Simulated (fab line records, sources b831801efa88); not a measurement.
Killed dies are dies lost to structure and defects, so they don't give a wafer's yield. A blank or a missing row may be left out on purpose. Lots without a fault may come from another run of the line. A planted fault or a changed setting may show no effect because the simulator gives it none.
fab line records | flow gf180mcu
record lots=11 wafers=33 last_day=34
route steps=602 shown STI@3 MVPSD@88
lots that met no fault: from a run of the same line without faults
start_h: hours from the record's first day to the start of the lot's first wafer shown | wait_h: hours since the lot's step before | " the same as in the row above | L1.1+2: a row that stands for several wafers | - no value, or no start given | * or withheld: withheld | < > ~ a bound
route shown NAME@n: a module of which the file shows steps, and the number in the route of the first | usual: mean/standard deviation of fault-free wafers | same: alike in all rows | chamber/n: place in a boat | sites: the reading at each site | _std_site: their standard deviation | _edge_site: outer sites' mean less inner sites' | radius_mm: how far each site lies from the wafer's centre | mask NAME#n: copy n | behind: the tool/chamber that last shaped the wafer | hold: why the lot was held/for how many hours/how that ended | device: the transistor (n, p or np) that didn't switch | end of line: the same wafers' tests at the end of the route | a step without rows: its recipe alone | killed: dies lost to structure and defects at the first sort, not the wafer's yield | map: a wafer's dies, x killed, . not, _ none there
set.NAME: the setting as run; set.NAME@STEP: as run at that earlier step | model.NAME: the simulator's own value behind a step, which no gauge read
steps of the route over a sample of lots; a table a step, a row a wafer
services: from which hour (start_h, from the record's first day; less than 0 if before it) a tool's chamber was out of use, for how many hours, and why
## steps
# step GF_STI_THK_MEAS_02
# recipe reads=SiO2_of_STI_OXIDATION_01
# usual STI_OXIDATION_THK=10.01/0.15
# columns lot.wafer tool chamber start_h wait_h STI_OXIDATION_THK[nm]
L620.2 film_metro-03 - 11.52 0.0 10.02
L620.4 " - " " 9.89
L620.6 " - " " 10.00
L621.2 film_metro-03 - 16.52 0.0 9.94
L621.5 " - " " 9.92
L621.6 " - " " 9.90
L622.2 film_metro-01 - 21.52 0.0 9.94
L622.3 " - " " 9.93
L622.5 " - " " 9.94
L629.1 film_metro-01 - 56.51 0.0 10.10
L629.3 " - " " 10.17
L629.6 " - " " 10.14
L633.2 film_metro-02 - 77.53 0.0 10.23
L633.3 " - " " 10.13
L633.6 " - " " 10.04
L634.1 film_metro-01 - 81.51 0.0 10.11
L634.2 " - " " 10.11
L634.3 " - " " 10.21
L635.1 film_metro-03 - 86.51 0.0 10.12
L635.4 " - " " 10.00
L635.6 " - " " 9.90
L637.1 film_metro-02 - 96.51 0.0 9.90
L637.2 " - " " 9.75
L637.4 " - " " 9.89
L639.1 film_metro-01 - 106.51 0.0 10.05
L639.3 " - " " 10.02
L639.6 " - " " 9.98
L641.3 film_metro-01 - 117.73 0.0 9.96
L641.5 " - " " 9.96
L641.6 " - " " 10.02
L642.1 film_metro-01 - 121.51 0.0 10.00
L642.3 " - " " 10.04
L642.6 " - " " 10.21
# step GF_STI_ETCH_13
# recipe chemistry=CHF3/O2 stop_on=Si over_etch_frac=0.3 target_depth_a=2823.1 source_w=600 bias_w=200 pressure_mtorr=40 chf3_flow_sccm=50 O2_flow_sccm=5 time_s=112.9
# usual bias_w=200.0/0.62 chamber_pressure_mTorr=40.00/0.033 drypump_motor_current_A=5.6/0.48 oes_product_au=0.830/0.0059 throttle_valve_pct=8.810/0.0083
# columns lot.wafer tool chamber start_h wait_h bias_w chamber_pressure_mTorr drypump_motor_current_A oes_product_au rf_hours_counter_h throttle_valve_pct
L620.2 rie_diel-03 2 25.08 0.1 200.3 40.01 5.5 0.821 151 8.813
L620.4 " 1 " " 199.8 40.06 6.5 0.829 93 8.804
L620.6 " 2 " " 199.7 39.99 5.5 0.838 - 8.815
L621.2 rie_diel-03 2 30.44 0.1 200.4 39.97 5.5 0.833 151 8.810
L621.5 " 1 " " 199.9 40.01 6.5 0.824 - 8.807
L621.6 " 2 " " 198.5 40.02 5.5 0.826 - 8.828
L622.2 rie_diel-04 3 35.83 0.1 199.2 40.04 5.6 0.830 26 8.791
L622.3 " 0 " " 199.5 40.02 5.4 0.816 32 8.800
L622.5 " 1 " " 200.3 39.99 5.2 0.831 - 8.803
L629.1 rie_diel-03 2 71.44 0.1 200.2 39.95 5.6 0.809 152 8.801
L629.3 " 1 " " 200.2 40.00 6.5 0.824 95 8.802
L629.6 " 0 " " 200.6 39.99 5.8 0.806 - 8.802
L633.2 rie_diel-02 2 93.36 0.1 201.1 40.03 5.1 0.827 39 8.803
L633.3 " 0 " " 200.5 39.98 5.5 0.827 11 8.815
L633.6 " 0 " " 200.7 39.98 5.5 0.828 - 8.814
L634.1 rie_diel-04 2 97.42 0.1 200.7 39.96 5.8 0.839 69 8.810
L634.2 " 1 " " 199.7 40.06 5.2 0.824 100 8.812
L634.3 " 3 " " 200.0 39.99 5.6 0.839 27 8.817
L635.1 rie_diel-04 0 102.12 0.1 201.0 40.01 5.5 0.822 33 8.817
L635.4 " 1 " " 199.9 39.93 5.2 0.823 100 8.811
L635.6 " 3 " " 199.8 40.05 5.6 0.814 - 8.814
L637.1 rie_diel-02 0 113.07 0.1 200.5 40.06 5.5 0.832 12 8.820
L637.2 " 1 " " 201.3 39.98 5.0 0.830 126 8.806
L637.4 " 3 " " 199.8 40.03 4.7 0.837 62 8.827
L639.1 rie_diel-02 0 122.94 0.1 200.8 40.00 5.6 0.839 12 8.808
L639.3 " 2 " " 199.5 39.96 5.1 0.837 40 8.809
L639.6 " 0 " " 200.3 40.03 5.5 0.827 - 8.812
L641.3 rie_diel-02 2 135.62 0.1 199.7 39.99 5.1 0.832 41 8.812
L641.5 " 0 " " 200.5 40.01 5.6 0.821 - 8.818
L641.6 " 1 " " 199.6 40.04 5.0 0.820 - 8.812
L642.1 rie_diel-02 3 138.62 0.1 200.3 39.98 4.7 0.822 62 8.815
L642.3 " 1 " " 199.7 40.05 5.0 0.826 127 8.816
L642.6 " 2 " " 200.5 40.02 5.1 0.830 - 8.794
# step GF_STI_STRIP_15
# recipe chemistry=O2/N2 power_w=1400 pressure_mtorr=1500 platen_temp_c=250 o2_flow_sccm=3000 n2_flow_sccm=300 overash_fraction=0.5
# usual chamber_pressure_mTorr=1500.0/1.3 drypump_motor_current_A=5.9/0.46 heater_power_w=320/37 oes_product_au=0.383/0.005 strip_time_to_endpoint_s=3.71/0.05
# columns lot.wafer tool chamber start_h wait_h chamber_pressure_mTorr drypump_motor_current_A heater_power_w oes_product_au rf_hours_counter_h strip_time_to_endpoint_s
L620.2 plasma_asher-04 1 25.23 0.0 1497.8 6.6 352 0.387 38 3.74
L620.4 " 0 " " 1500.1 5.2 317 0.387 - 3.74
L620.6 " 0 " " 1500.5 5.1 309 0.382 - 3.66
L621.2 plasma_asher-03 1 30.60 0.0 1502.1 5.8 260 0.381 36 3.65
L621.5 " 1 " " 1499.1 5.9 261 0.378 - 3.69
L621.6 " 0 " " 1501.0 5.9 328 0.381 - 3.70
L622.2 plasma_asher-03 0 35.98 0.0 1498.6 6.0 318 0.386 37 3.65
L622.3 " 1 " " 1501.4 5.9 258 0.377 - 3.70
L622.5 " 0 " " 1500.3 6.0 310 0.387 - 3.73
L629.1 plasma_asher-02 0 71.59 0.0 1498.7 6.2 388 0.378 26 3.52
L629.3 " 1 " " 1502.2 5.9 338 0.371 - 3.72
L629.6 " 0 " " 1501.8 6.2 386 0.377 - 3.64
L633.2 plasma_asher-04 0 93.51 0.0 1498.3 5.1 310 0.376 42 3.65
L633.3 " 1 " " 1502.6 6.6 359 0.389 - 3.71
L633.6 " 1 " " 1496.6 6.6 350 0.386 - 3.71
L634.1 plasma_asher-04 1 97.57 0.0 1501.1 6.6 357 0.380 43 3.74
L634.2 " 0 " " 1500.3 5.1 311 0.385 43 3.79
L634.3 " 0 " " 1498.2 5.1 316 0.375 - 3.67
L635.1 plasma_asher-02 0 102.28 0.0 1501.3 6.2 386 0.385 30 3.76
L635.4 " 0 " " 1500.3 6.2 379 0.391 - 3.74
L635.6 " 1 " " 1498.9 6.0 338 0.378 - 3.69
L637.1 plasma_asher-03 0 113.23 0.0 1500.3 6.0 324 0.381 46 3.68
L637.2 " 1 " " 1500.6 5.9 252 0.383 46 3.69
L637.4 " 1 " " 1498.9 5.9 260 0.381 - 3.63
L639.1 plasma_asher-04 0 123.09 0.0 1501.7 5.1 306 0.384 45 3.68
L639.3 " 0 " " 1499.2 5.1 311 0.380 - 3.67
L639.6 " 1 " " 1498.2 6.6 361 0.389 - 3.74
L641.3 plasma_asher-03 1 135.80 0.1 1501.6 5.9 261 0.388 - 3.71
L641.5 " 1 " " 1499.1 5.8 258 0.381 - 3.71
L641.6 " 0 " " 1498.4 5.9 315 0.377 - 3.74
L642.1 plasma_asher-04 1 138.77 0.0 1498.4 6.6 357 0.388 47 3.63
L642.3 " 1 " " 1500.4 6.6 353 0.384 - 3.72
L642.6 " 1 " " 1499.6 6.6 349 0.386 - 3.76
# step GF_STI_THK_MEAS_30
# recipe reads=SiO2_of_STI_OXIDATION_29
# usual STI_OXIDATION_02_THK=9.90/0.18
# columns lot.wafer tool chamber start_h wait_h STI_OXIDATION_02_THK[nm]
L620.2 film_metro-01 - 29.33 0.0 10.04
L620.4 " - " " 9.93
L620.6 " - " " 9.83
L621.2 film_metro-02 - 34.73 0.0 10.05
L621.5 " - " " 9.91
L621.6 " - " " 10.12
L622.2 film_metro-01 - 40.13 0.0 9.65
L622.3 " - " " 9.82
L622.5 " - " " 9.78
L629.1 film_metro-02 - 76.40 0.0 9.68
L629.3 " - " " 9.73
L629.6 " - " " 9.68
L633.2 film_metro-01 - 97.58 0.0 10.22
L633.3 " - " " 10.07
L633.6 " - " " 10.00
L634.1 film_metro-02 - 103.65 0.0 9.79
L634.2 " - " " 9.89
L634.3 " - " " 9.71
L635.1 film_metro-03 - 108.13 0.0 9.77
L635.4 " - " " 9.84
L635.6 " - " " 9.83
L637.1 film_metro-01 - 118.02 0.0 9.84
L637.2 " - " " 9.88
L637.4 " - " " 9.87
L639.1 film_metro-03 - 127.18 0.0 9.90
L639.3 " - " " 10.01
L639.6 " - " " 9.99
L641.3 film_metro-03 - 139.86 0.0 9.93
L641.5 " - " " 10.10
L641.6 " - " " 10.28
L642.1 film_metro-02 - 143.80 0.1 10.19
L642.3 " - " " 10.13
L642.6 " - " " 10.15
# step GF_MVPSD_STRIP_10
# recipe chemistry=O2/N2 power_w=1400 pressure_mtorr=1500 platen_temp_c=250 o2_flow_sccm=3000 n2_flow_sccm=300 overash_fraction=0.5
# usual chamber_pressure_mTorr=1499.9/1.3 drypump_motor_current_A=5.7/0.53 heater_power_w=314/30 oes_product_au=0.723/0.0048 strip_time_to_endpoint_s=36.99/0.11
# columns lot.wafer tool chamber start_h wait_h chamber_pressure_mTorr drypump_motor_current_A heater_power_w oes_product_au rf_hours_counter_h strip_time_to_endpoint_s
L620.2 plasma_asher-01 0 96.29 0.1 1498.8 5.2 329 0.725 45 37.03
L620.4 " 0 " " 1499.7 5.2 314 0.722 - 37.01
L620.6 " 0 " " 1500.1 5.2 323 0.717 - 37.17
L621.2 plasma_asher-03 0 103.29 0.1 1496.9 6.0 322 0.725 44 36.60
L621.5 " 1 " " 1502.7 5.9 265 0.728 - 36.67
L621.6 " 0 " " 1500.2 6.0 319 0.725 - 36.75
L622.2 plasma_asher-03 0 108.54 0.1 1501.4 6.0 324 0.716 45 37.13
L622.3 " 1 " " 1500.1 5.8 253 0.726 - 37.23
L622.5 " 0 " " 1496.8 6.0 330 0.711 - 37.10
L629.1 plasma_asher-03 0 151.14 0.1 1501.5 5.9 322 0.729 50 36.96
L629.3 " 0 " " 1498.9 5.9 318 0.723 - 37.10
L629.6 " 0 " " 1498.8 6.0 314 0.718 - 36.90
L633.2 plasma_asher-03 0 176.59 0.1 1498.8 6.0 327 0.719 52 36.94
L633.3 " 1 " " 1499.2 5.9 255 0.730 - 36.94
L633.6 " 0 " " 1500.8 6.0 326 0.726 - 36.98
L634.1 plasma_asher-03 0 180.31 0.1 1498.9 6.0 319 0.721 53 36.95
L634.2 " 1 " " 1499.8 5.8 267 0.725 53 37.09
L634.3 " 1 " " 1498.1 5.8 261 0.725 - 36.98
L635.1 plasma_asher-03 1 186.34 0.1 1500.2 5.9 259 0.715 53 36.84
L635.4 " 1 " " 1502.0 5.9 258 0.724 - 36.83
L635.6 " 1 " " 1499.5 5.9 266 0.721 - 36.78
L637.1 plasma_asher-04 0 198.83 0.1 1500.7 5.1 315 0.722 54 37.18
L637.2 " 1 " " 1499.9 6.6 356 0.714 54 37.18
L637.4 " 1 " " 1499.0 6.6 358 0.725 - 37.27
L639.1 plasma_asher-04 1 210.23 0.1 1500.7 6.6 358 0.723 56 36.99
L639.3 " 1 " " 1501.0 6.6 349 0.715 - 36.99
L639.6 " 1 " " 1501.2 6.6 369 0.727 - 36.83
L641.3 plasma_asher-04 1 224.84 0.1 1499.1 6.6 349 0.728 - 37.09
L641.5 " 0 " " 1499.0 5.1 304 0.717 - 37.13
L641.6 " 1 " " 1500.9 6.6 358 0.731 - 37.07
L642.1 plasma_asher-01 1 230.64 0.1 1500.0 5.3 321 0.721 7 37.03
L642.3 " 0 " " 1499.5 5.2 310 0.719 - 37.10
L642.6 " 0 " " 1501.8 5.2 315 0.715 - 37.03
## services
# columns tool chamber start_h hours kind
rie_diel-02 1 10.08 9.1 repair
rie_diel-04 3 13.71 4.3 repair
rie_diel-03 - 15.71 0.1 repair
rie_diel-02 - 17.15 14.6 pm
plasma_asher-04 - 32.54 5.0 repair
rie_diel-03 3 32.75 8.1 repair
plasma_asher-04 - 63.41 28.1 pm
rie_diel-02 - 71.32 0.3 repair
plasma_asher-03 - 73.20 4.2 repair
plasma_asher-01 - 108.75 9.0 pm
plasma_asher-02 - 111.71 2.8 pm
plasma_asher-04 - 112.18 2.6 repair
rie_diel-03 3 114.73 2.0 repair
rie_diel-03 3 136.71 8.6 repair
rie_diel-03 - 160.69 0.1 repair
rie_diel-02 3 165.34 53.0 repair
rie_diel-04 0 173.67 2.3 repair
rie_diel-03 0 174.12 3.3 repair
rie_diel-02 0 176.32 7.6 repair
rie_diel-04 2 209.94 18.7 repair
rie_diel-04 3 212.94 1.8 repair
rie_diel-04 0 218.85 12.9 repair
plasma_asher-04 - 221.23 0.5 repair
rie_diel-04 1 225.66 9.0 repair
## key
first_sign step=GF_STI_ETCH_13 reading=oes_product_au direction=down sigmas=3.7 usual=0.830 struck=0.808
effect step=GF_STI_STRIP_15 reading=strip_time_to_endpoint_s direction=down sigmas=2.6 usual=* struck=*
met_at GF_STI_ETCH_13
struck_lots L629
struck_wafers L629.1,L629.6
tester_left_out L629
not_acting_at GF_STI_THK_MEAS_02,GF_STI_THK_MEAS_30,GF_MVPSD_STRIP_10
onset_between 30.44 71.44
fault kind=process_parameter_drift tool=rie_diel-03 chamber=- onset_h=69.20 steps=GF_STI_ETCH_13 channel=target_depth_a offset=* shape=step end_h=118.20 scope=struck_wafers_only acts_in=* stated=*
# tester_left_out: of these lots the tester's yield and bins aren't shown, on N5 and GAA mostly nor the transistor test; their killed dies are dies lost to structure and defects alone, not to doping, threshold or leakage, so they don't give the yield
